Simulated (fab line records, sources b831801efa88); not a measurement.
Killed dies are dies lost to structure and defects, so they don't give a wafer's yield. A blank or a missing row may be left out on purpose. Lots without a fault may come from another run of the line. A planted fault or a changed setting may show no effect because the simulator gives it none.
Problem report in the 8D (eight disciplines) form, filled by code | flow sky130 | the parts of the form that need people (team, actions taken, sign-off) are left out

1. THE PROBLEM
cd_nm at SKY_LDD_P_CD_MEAS_07 reads a mean of 416.8 nm on 6 wafers of 2 lots; wafers without a fault read 380.4 nm with a standard deviation of 2.6. That is +14 standard deviations from the usual mean.
The step: target cd 380 nm.
First seen on wafer L214.2, day 24 11:41, on cd_sem-01. The record holds 42 wafers of 14 lots with a number at this step. Rule for "out", or "out of limits": more than 4 standard deviations from the usual mean. The other wafers with a number count as sound.

2. WHAT IT IS AND WHAT IT IS NOT
question                    | is                     | is not
which readings at this step | cd_nm                  | -
which lots                  | L214, L215             | L199, L200, L201, L202, L203, L205, L207, L210, L213, L216, L220, L221
which wafers of those lots  | all that have a number | -
read on which gauges        | cd_sem-01              | cd_sem-02
when                        | from day 24 11:41      | up to then (27 sound wafers); but 9 sound wafers of L216, L220, L221 came after

3. SUSPECTS, AND WHAT RULES EACH OUT
Counting: a tool at a process step up to the reading stays a suspect if it ran every lot that is out and no sound lot after the first of them.
- the gauge at SKY_LDD_P_CD_MEAS_07: kept. All the wafers that are out were read on cd_sem-01, and no step on other tools shows them out.
- litho_track-02 at SKY_LDD_P_DEVELOP_06 (develop time 60 s): kept. It ran every lot that is out, first L214 (day 24 11:32), and no sound lot after that; its last sound lot up to then is L213 (day 24 07:50).
Left after counting: litho_track-02 at SKY_LDD_P_DEVELOP_06, cd_sem-01 at SKY_LDD_P_CD_MEAS_07.

4. THE CAUSE (what the simulator had put in)
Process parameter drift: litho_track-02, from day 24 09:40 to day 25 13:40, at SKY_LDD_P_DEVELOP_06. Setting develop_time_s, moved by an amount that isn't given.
Counting left 2 suspects, and this tool is among them.

5. THE CHAIN OF EFFECTS, in route order
Each row: a reading whose mean over the struck wafers that have a number lies more than 3 standard deviations from the usual. Only readings for which the record gives a usual standard deviation are gone through. hours: the time from each lot's start at the first step in this table that gives one to its start at this step, as a median over the lots. sigmas: the change in usual standard deviations.
hours | step                 | reading | usual    | on struck wafers | change | sigmas
0     | SKY_LDD_P_CD_MEAS_07 | cd_nm   | 380.4 nm | 416.8            | +36.4  | +14
Later measuring or inspecting steps at which every struck wafer that the step has a row for has a number for every such reading, and none has moved that far: SKY_LDD_P_OVL_MEAS_08.

6. WHAT WOULD HAVE CAUGHT IT SOONER
In this record the first reading out of limits at a measuring or inspecting step was taken at day 24 11:41, 2 hours after the fault began at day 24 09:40.
Of the lots that are out (2), L215 began SKY_LDD_P_DEVELOP_06 on litho_track-02 after day 24 11:41. A hold on the tool at that time would have spared it.
